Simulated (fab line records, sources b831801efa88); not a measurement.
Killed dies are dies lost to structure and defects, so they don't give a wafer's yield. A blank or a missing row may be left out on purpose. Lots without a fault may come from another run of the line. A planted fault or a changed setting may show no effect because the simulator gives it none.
fab line records | flow sky130
record lots=5 wafers=15 last_day=50
route steps=708 shown METAL2@494
lots that met no fault: from a run of the same line without faults
start_h: hours from the record's first day to the start of the lot's first wafer shown | wait_h: hours since the lot's step before | " the same as in the row above | L1.1+2: a row that stands for several wafers | - no value, or no start given | * or withheld: withheld | < > ~ a bound
route shown NAME@n: a module of which the file shows steps, and the number in the route of the first | usual: mean/standard deviation of fault-free wafers | same: alike in all rows | chamber/n: place in a boat | sites: the reading at each site | _std_site: their standard deviation | _edge_site: outer sites' mean less inner sites' | radius_mm: how far each site lies from the wafer's centre | mask NAME#n: copy n | behind: the tool/chamber that last shaped the wafer | hold: why the lot was held/for how many hours/how that ended | device: the transistor (n, p or np) that didn't switch | end of line: the same wafers' tests at the end of the route | a step without rows: its recipe alone | killed: dies lost to structure and defects at the first sort, not the wafer's yield | map: a wafer's dies, x killed, . not, _ none there
set.NAME: the setting as run; set.NAME@STEP: as run at that earlier step | model.NAME: the simulator's own value behind a step, which no gauge read
lots at some steps of the route; a table a step, a row a wafer
services: from which hour (start_h, from the record's first day; less than 0 if before it) a tool's chamber was out of use, for how many hours, and why
## steps
# step SKY_METAL2_SOFTBAKE_11
# recipe temp_c=100 time_s=90 resist=KrF-thick
# usual exhaust_pa=44.9/0.85 heater_power_total_W=57.37/0.12 plate_temp_C=100.02/0.15 resist_line_temp_C=22.98/0.1
# same time_s=90
# columns lot.wafer tool chamber start_h wait_h exhaust_pa heater_power_total_W plate_temp_C resist_line_temp_C
L075.2 litho_track-04 0 - - 44.2 57.43 100.05 22.88
L075.3 " 0 " " 45.8 57.21 99.97 23.12
L075.6 " 0 " " 45.0 57.23 99.90 22.91
L081.2 litho_track-03 0 - - 45.7 57.21 100.08 23.07
L081.4 " 0 " " 44.4 57.27 100.01 23.15
L081.6 " 0 " " 44.8 57.26 100.18 23.07
L089.1 litho_track-03 0 - - 43.3 57.17 100.18 22.91
L089.3 " 0 " " 43.6 57.52 99.99 22.91
L089.5 " 0 " " 44.4 57.51 99.95 22.82
L094.1 litho_track-04 0 - - 44.7 57.32 100.02 22.94
L094.2 " 0 " " 44.4 57.25 99.88 22.89
L094.5 " 0 " " 45.4 57.25 100.01 22.90
L096.4 litho_track-03 0 - - 46.3 57.50 99.76 22.90
L096.5 " 0 " " 45.9 57.36 99.69 22.91
L096.6 " 0 " " 46.4 57.48 99.98 22.96
# step SKY_METAL2_EXPOSE_12
# recipe mask_id=MM2 na=0.8 source_shape=annular sigma_inner=0.55 sigma_outer=0.85 target_cd_nm=140 dose_mj=28
# usual exposure_dose_mJ_cm2=27.96/0.033
# columns lot.wafer tool chamber start_h wait_h mask exposure_dose_mJ_cm2
L075.2 krf_scanner-01 0 - - MM2#0 27.93
L075.3 " 0 " " MM2#0 27.93
L075.6 " 0 " " MM2#0 27.93
L081.2 krf_scanner-01 0 - - MM2#0 27.94
L081.4 " 0 " " MM2#0 27.98
L081.6 " 0 " " MM2#0 27.96
L089.1 krf_scanner-02 0 - - MM2#0 27.94
L089.3 " 0 " " MM2#0 27.93
L089.5 " 0 " " MM2#0 27.93
L094.1 krf_scanner-01 0 - - MM2#0 27.98
L094.2 " 0 " " MM2#0 27.95
L094.5 " 0 " " MM2#0 27.95
L096.4 krf_scanner-01 0 - - MM2#0 27.92
L096.5 " 0 " " MM2#0 27.91
L096.6 " 0 " " MM2#0 27.94
# step SKY_METAL2_PEB_13
# recipe peb_temp_c=withheld peb_time_s=withheld resist=KrF-thick
# usual exhaust_pa=45.0/0.93 resist_line_temp_C=*
# columns lot.wafer tool chamber start_h wait_h exhaust_pa resist_line_temp_C
L075.2 litho_track-01 0 - - 44.5 *
L075.3 " 0 " " 44.3 *
L075.6 " 0 " " 45.6 *
L081.2 litho_track-03 0 - - 45.2 *
L081.4 " 0 " " 45.4 *
L081.6 " 0 " " 46.4 *
L089.1 litho_track-03 0 - - 44.5 *
L089.3 " 0 " " 43.7 *
L089.5 " 0 " " 44.1 *
L094.1 litho_track-01 0 - - 43.9 *
L094.2 " 0 " " 45.4 *
L094.5 " 0 " " 44.8 *
L096.4 litho_track-01 0 - - 43.9 *
L096.5 " 0 " " 44.1 *
L096.6 " 0 " " 45.2 *
# step SKY_METAL2_DEVELOP_14
# recipe develop_time_s=60 resist=KrF-thick dev_temp_c=21
# usual developer_temp_C=21.02/0.12 exhaust_pa=45.1/0.86 resist_line_temp_C=23.00/0.1
# same develop_time_s=60
# columns lot.wafer tool chamber start_h wait_h developer_temp_C exhaust_pa resist_line_temp_C
L075.2 litho_track-01 0 - - 21.25 43.0 23.08
L075.3 " 0 " " 21.12 45.1 22.96
L075.6 " 0 " " 21.25 44.3 22.90
L081.2 litho_track-03 0 - - 20.94 44.2 22.97
L081.4 " 0 " " 21.01 42.9 23.11
L081.6 " 0 " " 21.15 45.4 22.99
L089.1 litho_track-03 0 - - 20.95 44.0 22.87
L089.3 " 0 " " 21.05 44.1 22.82
L089.5 " 0 " " 21.09 44.9 22.77
L094.1 litho_track-01 0 - - 20.92 44.1 22.85
L094.2 " 0 " " 20.94 44.9 23.02
L094.5 " 0 " " 20.86 45.2 22.92
L096.4 litho_track-01 0 - - 21.00 44.9 22.93
L096.5 " 0 " " 20.83 45.2 22.93
L096.6 " 0 " " 20.96 45.3 22.88
# step SKY_METAL2_CD_MEAS_15
# recipe target_cd_nm=140
# usual cd_nm=139.0/1.5
# columns lot.wafer tool chamber start_h wait_h cd_nm
L075.2 cd_sem-01 - 831.48 - 138.9
L075.3 " - " " 138.0
L075.6 " - " " 137.2
L081.2 cd_sem-02 - 868.20 - 137.3
L081.4 " - " " 140.3
L081.6 " - " " 137.9
L089.1 cd_sem-01 - 944.53 - 138.0
L089.3 " - " " 137.4
L089.5 " - " " 137.6
L094.1 cd_sem-02 - 972.46 - 139.7
L094.2 " - " " 138.5
L094.5 " - " " 140.0
L096.4 cd_sem-02 - 975.06 - 140.7
L096.5 " - " " 139.2
L096.6 " - " " 138.7
# step SKY_METAL2_OVL_MEAS_16
# usual METAL2_OVL=1/5.7
# columns lot.wafer tool chamber start_h wait_h METAL2_OVL[nm]
L075.2 overlay-01 - 831.59 0.1 4
L075.3 " - " " 4
L075.6 " - " " 5
L081.2 overlay-01 - 868.31 0.1 7
L081.4 " - " " 12
L081.6 " - " " 11
L089.1 overlay-01 - 944.65 0.1 5
L089.3 " - " " 5
L089.5 " - " " 2
L094.1 overlay-02 - 972.58 0.1 6
L094.2 " - " " 6
L094.5 " - " " 1
L096.4 overlay-02 - 975.14 0.1 3
L096.5 " - " " 1
L096.6 " - " " 5
# step SKY_METAL2_DESCUM_17
# recipe chemistry=O2 source_power_w=150 bias_power_w=0 pressure_mtorr=10 temp_c=40 time_s=8
# usual drypump_motor_current_A=5.6/0.44 oes_product_au=0.995/0.016 temp_c=40.00/0.13
# same time_s=8
# columns lot.wafer tool chamber start_h wait_h drypump_motor_current_A oes_product_au rf_hours_counter_h temp_c
L075.2 rie_metal-04 0 831.62 0.0 5.5 0.982 14 40.06
L075.3 " 1 " " 6.0 0.987 - 40.05
L075.6 " 1 " " 6.0 1.007 - 40.09
L081.2 rie_metal-04 1 868.34 0.0 6.0 0.981 7 40.12
L081.4 " 1 " " 6.0 0.997 - 39.97
L081.6 " 1 " " 6.0 0.980 - 40.16
L089.1 rie_metal-04 1 944.69 0.0 6.1 0.982 12 40.04
L089.3 " 1 " " 6.0 0.987 - 39.87
L089.5 " 1 " " 6.1 0.991 - 39.96
L094.1 rie_metal-02 1 972.62 0.0 6.2 1.025 20 39.90
L094.2 " 0 " " 5.2 0.989 7 40.04
L094.5 " 1 " " 6.2 1.028 - 39.88
L096.4 rie_metal-04 1 975.17 0.0 6.0 0.983 - 40.22
L096.5 " 1 " " 6.0 0.993 - 40.11
L096.6 " 0 " " 5.5 0.974 - 40.10
# step SKY_METAL2_ETCH_18
# recipe chemistry=N2/H2 target=BARC ion_energy_ev=200 bias_w=100 pressure_mtorr=30 n2_flow_sccm=100 h2_flow_sccm=200 icp_w=500 stop_on=SiO2 time_s=45.9 target_depth_a=600
# usual drypump_motor_current_A=5.6/0.44 oes_product_au=0.854/0.005 throttle_valve_pct=13.224/0.0093
# same time_s=45.9
# columns lot.wafer tool chamber start_h wait_h drypump_motor_current_A oes_product_au rf_hours_counter_h throttle_valve_pct
L075.2 rie_metal-04 0 831.65 0.0 5.6 0.854 14 13.229
L075.3 " 1 " " 6.0 0.849 - 13.228
L075.6 " 1 " " 6.0 0.857 - 13.223
L081.2 rie_metal-04 1 868.37 0.0 6.0 0.851 7 13.233
L081.4 " 1 " " 6.1 0.854 - 13.242
L081.6 " 1 " " 6.1 0.847 - 13.235
L089.1 rie_metal-04 1 944.75 0.1 6.1 0.857 12 13.224
L089.3 " 1 " " 6.1 0.857 - 13.225
L089.5 " 1 " " 6.1 0.849 - 13.208
L094.1 rie_metal-02 1 972.65 0.0 6.2 0.853 20 13.226
L094.2 " 0 " " 5.2 0.849 7 13.230
L094.5 " 1 " " 6.2 0.849 - 13.224
L096.4 rie_metal-04 1 975.21 0.0 6.1 0.843 - 13.214
L096.5 " 1 " " 6.0 0.847 - 13.232
L096.6 " 0 " " 5.6 0.854 - 13.229
# step SKY_METAL2_METAL_ETCH_19
# recipe target_depth_a=3600 stop_on=SiO2 over_etch_frac=0.3 time_s=78 chemistry=Cl2/BCl3 resist_sidewall_deg=88 pressure_mtorr=10 icp_w=900 bias_w=48.5 Cl2_flow_sccm=60 bcl3_flow_sccm=30
# usual bcl3_flow_sccm=30.00/0.095 drypump_motor_current_A=5.6/0.44 oes_product_au=0.851/0.006 throttle_valve_pct=22.265/0.0091
# same time_s=78
# columns lot.wafer tool chamber start_h wait_h bcl3_flow_sccm drypump_motor_current_A oes_product_au rf_hours_counter_h throttle_valve_pct
L075.2 rie_metal-04 0 831.71 0.0 29.89 5.6 0.851 14 22.254
L075.3 " 1 " " 30.11 6.0 0.844 - 22.253
L075.6 " 1 " " 29.92 6.0 0.859 - 22.262
L081.2 rie_metal-04 1 868.43 0.0 29.83 6.0 0.845 7 22.268
L081.4 " 1 " " 29.92 6.1 0.856 - 22.261
L081.6 " 1 " " 30.08 6.0 0.857 - 22.259
L089.1 rie_metal-04 1 944.88 0.1 30.05 6.1 0.858 12 22.265
L089.3 " 1 " " 29.99 6.0 0.861 - 22.260
L089.5 " 1 " " 30.28 6.0 0.854 - 22.258
L094.1 rie_metal-02 1 972.71 0.0 30.05 6.3 0.860 20 22.266
L094.2 " 0 " " 29.94 5.3 0.858 7 22.264
L094.5 " 1 " " 29.98 6.3 0.845 - 22.272
L096.4 rie_metal-04 1 975.28 0.1 30.11 6.0 0.841 - 22.266
L096.5 " 1 " " 30.05 6.0 0.853 - 22.248
L096.6 " 0 " " 30.12 5.5 0.856 - 22.264
# step SKY_METAL2_STRIP_20
# recipe chemistry=O2/N2 power_w=1400 pressure_mtorr=1500 platen_temp_c=withheld o2_flow_sccm=3000 n2_flow_sccm=300 overash_fraction=0.5
# usual drypump_motor_current_A=5.9/0.42 oes_product_au=0.344/0.005 strip_time_to_endpoint_s=2.72/0.069
# columns lot.wafer tool chamber start_h wait_h drypump_motor_current_A oes_product_au rf_hours_counter_h strip_time_to_endpoint_s
L075.2 plasma_asher-03 0 831.80 0.1 5.8 0.350 8 2.81
L075.3 " 1 " " 5.6 0.349 - 2.75
L075.6 " 0 " " 5.8 0.341 - 2.72
L081.2 plasma_asher-03 0 868.52 0.1 5.8 0.344 12 2.72
L081.4 " 0 " " 5.8 0.345 - 2.71
L081.6 " 1 " " 5.6 0.343 - 2.72
L089.1 plasma_asher-01 0 945.06 0.1 5.4 0.349 84 2.73
L089.3 " 0 " " 5.4 0.344 - 2.73
L089.5 " 1 " " 6.4 0.338 - 2.72
L094.1 plasma_asher-04 1 972.80 0.1 5.8 0.344 113 2.62
L094.2 " 0 " " 6.5 0.344 113 2.73
L094.5 " 0 " " 6.5 0.340 - 2.61
L096.4 plasma_asher-01 1 975.38 0.1 6.4 0.345 - 2.70
L096.5 " 1 " " 6.4 0.342 - 2.73
L096.6 " 0 " " 5.4 0.351 - 2.72
# step SKY_METAL2_STRIP_21
# recipe chemistry=post_etch_residue_remover time_s=1200 temp_c=72.5
# usual temp_c=72.52/0.12
# same time_s=1200
# columns lot.wafer tool chamber start_h wait_h temp_c
L075.2 wet_bench-02 2 831.90 0.1 72.33
L075.3 " 2 " " 72.63
L075.6 " 2 " " 72.37
L081.2 wet_bench-01 1 868.62 0.1 72.59
L081.4 " 1 " " 72.36
L081.6 " 1 " " 72.43
L089.1 wet_bench-01 3 945.16 0.1 72.65
L089.3 " 3 " " 72.70
L089.5 " 3 " " 72.45
L094.1 wet_bench-01 2 972.90 0.1 72.52
L094.2 " 2 " " 72.47
L094.5 " 2 " " 72.73
L096.4 wet_bench-03 3 975.44 0.0 72.42
L096.5 " 3 " " 72.38
L096.6 " 3 " " 72.37
## services
# columns tool chamber start_h hours kind
wet_bench-02 - 802.50 10.4 repair
krf_scanner-01 - 804.82 3.8 repair
plasma_asher-01 - 810.95 2.6 repair
krf_scanner-02 - 823.79 1.9 repair
krf_scanner-02 - 836.04 0.9 repair
krf_scanner-01 - 841.35 1.3 pm
wet_bench-02 - 850.86 1.9 pm
plasma_asher-04 - 855.31 5.0 repair
plasma_asher-01 - 858.51 0.8 repair
plasma_asher-01 - 866.78 2.3 repair
krf_scanner-02 - 868.06 1.0 pm
krf_scanner-01 - 878.09 11.6 pm
litho_track-03 - 883.68 - consumable_replace:filter
rie_metal-04 - 888.36 0.8 repair
krf_scanner-02 - 897.65 1.3 pm
krf_scanner-02 - 902.09 0.8 pm
rie_metal-04 0 933.39 - clean
rie_metal-04 0 933.39 30.3 scheduled_down
rie_metal-04 0 933.39 30.3 vent_cycle
krf_scanner-01 - 934.20 1.0 pm
krf_scanner-01 - 944.59 0.8 pm
plasma_asher-01 - 951.16 2.2 repair
krf_scanner-02 - 954.39 2.4 repair
plasma_asher-04 - 958.17 13.8 repair
## key
fault none
